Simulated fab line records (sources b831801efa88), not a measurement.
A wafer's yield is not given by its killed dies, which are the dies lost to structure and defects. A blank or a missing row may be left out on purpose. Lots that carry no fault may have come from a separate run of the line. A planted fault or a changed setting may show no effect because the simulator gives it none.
A lot that was struck, set against a sound lot -- flow sky130 -- 19 out of 708 route steps
Sound: these wafers, L891.1, L891.4, L891.5. Struck: wafers L897.2, L897.5, L897.6. Last of all comes the cause.
Order at every step that has rows: each side's tool, ch and its chambers, its first start. Under that, the readings that differ: sound wafers -- struck wafers -- difference of the means -- sigmas: that difference in standard deviations of wafers without a fault.
alike: readings whose means differ by less than 2 such deviations, and words and numbers that are the same on both sides. not compared: withheld readings, readings that some wafer has no value for, bounds like >300 that may hide the same value, and numbers for which the record gives no deviation and whose values overlap.
A row with sigmas, a row that says differs or no value, or rows on one side alone: a step with any of these is where the two part. Numbers that don't overlap but have no deviation are shown without sigmas and don't part them. A reading missing from all wafers of one side parts the sides only when that side holds two or more wafers.

SKY_FIELD_ISO_BOW_MEAS_00:
  sound on film_metro-01 at day 3 02:00; struck on film_metro-01 at day 4 08:01
  alike: INCOMING_BOW
then, 1 step without rows for these wafers: SKY_FIELD_ISO_OXIDATION_01 (stabilise 600 s, purge 300 s, target thk 12 nm).
SKY_FIELD_ISO_THK_MEAS_02:
  sound on film_metro-03 at day 3 04:15; struck on film_metro-01 at day 4 09:41
  alike: FIELD_ISO_OXIDATION_00_THK
then, 1 step without rows for these wafers: SKY_FIELD_ISO_CVD_03 (deposits Si3N4 from DCS/NH3, target thk 165 nm, time 2830 s).
SKY_FIELD_ISO_THK_MEAS_04:
  sound on film_metro-04 at day 3 08:00; struck on film_metro-04 at day 4 12:25
  alike: FIELD_ISO_CVD_03_THK
then, 3 steps without rows for these wafers: SKY_FIELD_ISO_DEHYDRATE_05 (time 60 s); SKY_FIELD_ISO_HMDS_06 (prime time 60 s); SKY_FIELD_ISO_COAT_07 (resist thk 60 nm).
SKY_FIELD_ISO_COAT_08: resist thk 450 nm.
  sound on litho_track-01 ch 0, day 3 16:00; struck on litho_track-03 ch 0, day 4 20:00
reading,sound,struck,difference,sigmas
model.KrF-thick_of_FIELD_ISO_COAT_08.thk_nm (nm),448.8 448.8 449,440.6 440.3 439.9,-8.6,
then, 4 steps without rows for these wafers: SKY_FIELD_ISO_SOFTBAKE_09 (time 90 s); SKY_FIELD_ISO_EXPOSE_10 (exposes mask FOM, target cd 150 nm); SKY_FIELD_ISO_PEB_11; SKY_FIELD_ISO_DEVELOP_12 (develop time 60 s).
SKY_FIELD_ISO_CD_MEAS_13: the cd target is 150 nm.
  sound on cd_sem-02 at day 4 00:04; struck on cd_sem-01 at day 5 05:46
  alike: cd_nm
SKY_FIELD_ISO_ETCH_14: etches BARC in N2/H2, stops on SiO2, time 45.9 s, target depth 60 nm.
  sound on rie_diel-04 ch 2,3, day 4 00:11; struck on rie_diel-03 ch 0,1,2, day 5 05:52
  alike: drypump_motor_current_A, oes_product_au, throttle_valve_pct
  not compared: rf_hours_counter_h
SKY_FIELD_ISO_ETCH_15: etches the open film in CHF3/O2, stops on Si, target depth 180 nm, time 72 s.
  sound on rie_diel-04 ch 2,3, day 4 00:14; struck on rie_diel-03 ch 0,1,2, day 5 05:54
reading,sound,struck,difference,sigmas
model.KrF-thick_of_FIELD_ISO_COAT_08.thk_nm (nm),232.4 237.3 237.1,222.8 226.5 229.1,-9.5,
  alike: drypump_motor_current_A, oes_product_au, throttle_valve_pct
  not compared: rf_hours_counter_h
SKY_FIELD_ISO_STRIP_16: strips in O2/N2.
  sound on plasma_asher-03 ch 0,1, day 4 00:17; struck on plasma_asher-03 ch 0,1, day 5 05:57
reading,sound,struck,difference,sigmas
strip_time_to_endpoint_s (s),3.51 3.55 3.55,3.39 3.44 3.46,-0.11,-3
  alike: drypump_motor_current_A, oes_product_au
  not compared: rf_hours_counter_h
SKY_FIELD_ISO_ETCH_17: etches Si in HBr/Cl2/O2, target depth 342 nm, time 97.7 s.
  sound on rie_si-02 ch 1,2,3, day 4 00:23; struck on rie_si-02 ch 0,1,2, day 5 06:03
  alike: HBr_flow_sccm, drypump_motor_current_A, oes_product_au, throttle_valve_pct
  not compared: rf_hours_counter_h
-- the record jumps here: 44 days lie between the struck wafers' starts before and after (it left off in module FIELD_ISO and takes up again in module PAD_OPEN, whose first step shown is number 708 of the route) --
SKY_PAD_OPEN_PROBE_99:
  record: rows for the struck wafers here (prober-01, day 49 12:02), none for the sound ones

WHERE THEY PART
Earliest at SKY_FIELD_ISO_STRIP_16; latest, in this record, at SKY_PAD_OPEN_PROBE_99.

WHY: whatever the simulator had introduced
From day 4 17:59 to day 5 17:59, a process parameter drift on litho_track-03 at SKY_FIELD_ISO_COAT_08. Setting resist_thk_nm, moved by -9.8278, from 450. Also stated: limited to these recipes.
